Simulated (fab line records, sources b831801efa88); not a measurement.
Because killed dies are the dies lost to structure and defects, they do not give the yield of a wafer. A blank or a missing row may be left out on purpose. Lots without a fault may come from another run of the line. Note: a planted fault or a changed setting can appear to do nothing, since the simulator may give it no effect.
A struck lot beside a sound one | flow sfq-line | 24 out of 325 route steps
Sound: the wafers L258.1, L258.2, L258.3. Wafers struck: L267.4, L267.5, L267.6. At the end, the cause is stated.
Each step with rows lists, per side, the tool, then ch with its chambers, then its first start. Under that, the readings that differ: sound wafers | struck wafers | difference of the means | sigmas: that difference in standard deviations of wafers without a fault.
alike: readings whose means differ by less than 2 such deviations, and words and numbers that are the same on both sides. not compared: withheld readings, readings that some wafer has no value for, bounds like >300 that may hide the same value, and numbers for which the record gives no deviation and whose values overlap.
The two part at a step that has a row with sigmas, a row that says differs or no value, or rows on one side only. Numbers that have no deviation but don't overlap get no sigmas and don't part them. Lack of a reading on every wafer of one side parts them only where that side has two or more wafers.

first, 6 steps without rows for these wafers: SFQ_TRILAYER_I3_VIA_LITHO_COAT_090 (resist thk 62 nm); SFQ_TRILAYER_I3_VIA_LITHO_COAT_085 (resist thk 650 nm); SFQ_TRILAYER_I3_VIA_LITHO_SOFTBAKE_089; SFQ_TRILAYER_I3_VIA_LITHO_EXPOSE_086 (exposes mask I3, target cd 500 nm); SFQ_TRILAYER_I3_VIA_LITHO_PEB_088 (peb time 60 s); SFQ_TRILAYER_I3_VIA_LITHO_DEVELOP_087 (time 60 s).
SFQ_I3_OVL_MEAS_923:
  sound on overlay-02 at day 39 22:22; struck on overlay-02 at day 42 14:31
  alike: I3_OVL
SFQ_TRILAYER_I3_VIA_BARC_OPEN_VIA_ETCH_121: etches BARC in O2, target depth 125 nm, time 41.7 s.
  sound on rie-diel-03 ch 1,2,3, day 39 22:24; struck on rie-diel-03 ch 0,1,3, day 42 14:34
  reading                | sound  | struck | difference                    | sigmas
  rf-hours-counter-h (h) | 9 5 18 | - - -  | no value on the struck wafers |
  alike: drypump-motor-current-A, oes-product-au
SFQ_TRILAYER_I3_VIA_ETCH_VIA_ETCH_088: etches SiO2 in CHF3, stops on Nb, target depth 260 nm.
  sound on rie-diel-03 ch 1,2,3, day 39 22:26; struck on rie-diel-03 ch 0,1,3, day 42 14:38
  alike: drypump-motor-current-A, oes-product-au
SFQ_TRILAYER_I3_VIA_STRIP_STRIP_089: strips in O2.
  sound on rie-metal-01 ch 0,1, day 39 22:33; struck on rie-metal-03 ch 0,1, day 42 14:53
  alike: drypump-motor-current-A, oes-product-au
  not compared: rf-hours-counter-h
then, 2 steps without rows for these wafers: SFQ_TRILAYER_I3_VIA_STRIP_SOLV_CLEAN_090 (cleans in NMP, time 600 s); SFQ_TRILAYER_M4_DEP_PRE_CLEAN_092 (time 22.5 s).
SFQ_TRILAYER_M4_DEP_SPUTTER_091: material Nb, target thk 200 nm, time 133.3 s.
  sound on pvd-sputter-04 at day 39 23:22; struck on pvd-sputter-04 at day 42 15:29
  alike: cathode-dc-power-W, throttle-valve-pct
SFQ_M4_RS_MEAS_924: a four-point-probe measurement.
  sound on film-metro-04 at day 39 23:27; struck on film-metro-04 at day 42 15:38
  reading           | sound             | struck            | difference | sigmas
  M4_NB_RS (ohm/sq) | 0.873 0.875 0.876 | 1.259 1.238 1.247 | +0.373     | +38
then, 6 steps without rows for these wafers: SFQ_TRILAYER_M4_LITHO_COAT_098 (resist thk 62 nm); SFQ_TRILAYER_M4_LITHO_COAT_093 (resist thk 600 nm); SFQ_TRILAYER_M4_LITHO_SOFTBAKE_097; SFQ_TRILAYER_M4_LITHO_EXPOSE_094 (exposes mask M4, target cd 500 nm); SFQ_TRILAYER_M4_LITHO_PEB_096 (peb time 60 s); SFQ_TRILAYER_M4_LITHO_DEVELOP_095 (time 60 s).
-- the record jumps here: 6 days lie between the struck wafers' starts before and after --
SFQ_M4_OVL_MEAS_926:
  sound on overlay-02 at day 46 09:23; struck on overlay-01 at day 48 22:44
  alike: M4_OVL
SFQ_TRILAYER_M4_BARC_OPEN_METAL_ETCH_123: etches BARC in O2, target depth 125 nm, time 41.7 s.
  sound on rie-metal-02 ch 0,1, day 46 09:25; struck on rie-metal-04 ch 0,1, day 48 22:46
  reading                     | sound       | struck      | difference | sigmas
  drypump-motor-current-A (A) | 4.6 5.3 5.3 | 6.6 5.6 6.6 | +1.2       | +2
  alike: oes-product-au
  not compared: rf-hours-counter-h
SFQ_TRILAYER_M4_ETCH_METAL_ETCH_096: etches Nb in Cl2/Ar, stops on SiO2, target depth 240 nm, time 120 s.
  sound on rie-metal-02 ch 0,1, day 46 09:29; struck on rie-metal-04 ch 0,1, day 48 22:51
  reading                     | sound             | struck            | difference | sigmas
  drypump-motor-current-A (A) | 4.6 5.3 5.3       | 6.6 5.6 6.6       | +1.2       | +2
  oes-product-au (a.u.)       | 0.902 0.901 0.907 | 0.778 0.788 0.791 | -0.118     | -17
  not compared: rf-hours-counter-h
SFQ_TRILAYER_M4_STRIP_STRIP_097: strips in O2.
  sound on rie-metal-02 ch 0,1, day 46 09:36; struck on rie-metal-04 ch 0,1, day 48 23:08
  reading                     | sound       | struck      | difference | sigmas
  drypump-motor-current-A (A) | 4.6 5.3 5.2 | 6.6 5.6 6.6 | +1.2       | +2
  alike: oes-product-au
  not compared: rf-hours-counter-h

## WHERE THEY PART
Last at SFQ_TRILAYER_M4_STRIP_STRIP_097 as far as this record goes, first at SFQ_TRILAYER_I3_VIA_BARC_OPEN_VIA_ETCH_121.

WHY: what the simulator had put in
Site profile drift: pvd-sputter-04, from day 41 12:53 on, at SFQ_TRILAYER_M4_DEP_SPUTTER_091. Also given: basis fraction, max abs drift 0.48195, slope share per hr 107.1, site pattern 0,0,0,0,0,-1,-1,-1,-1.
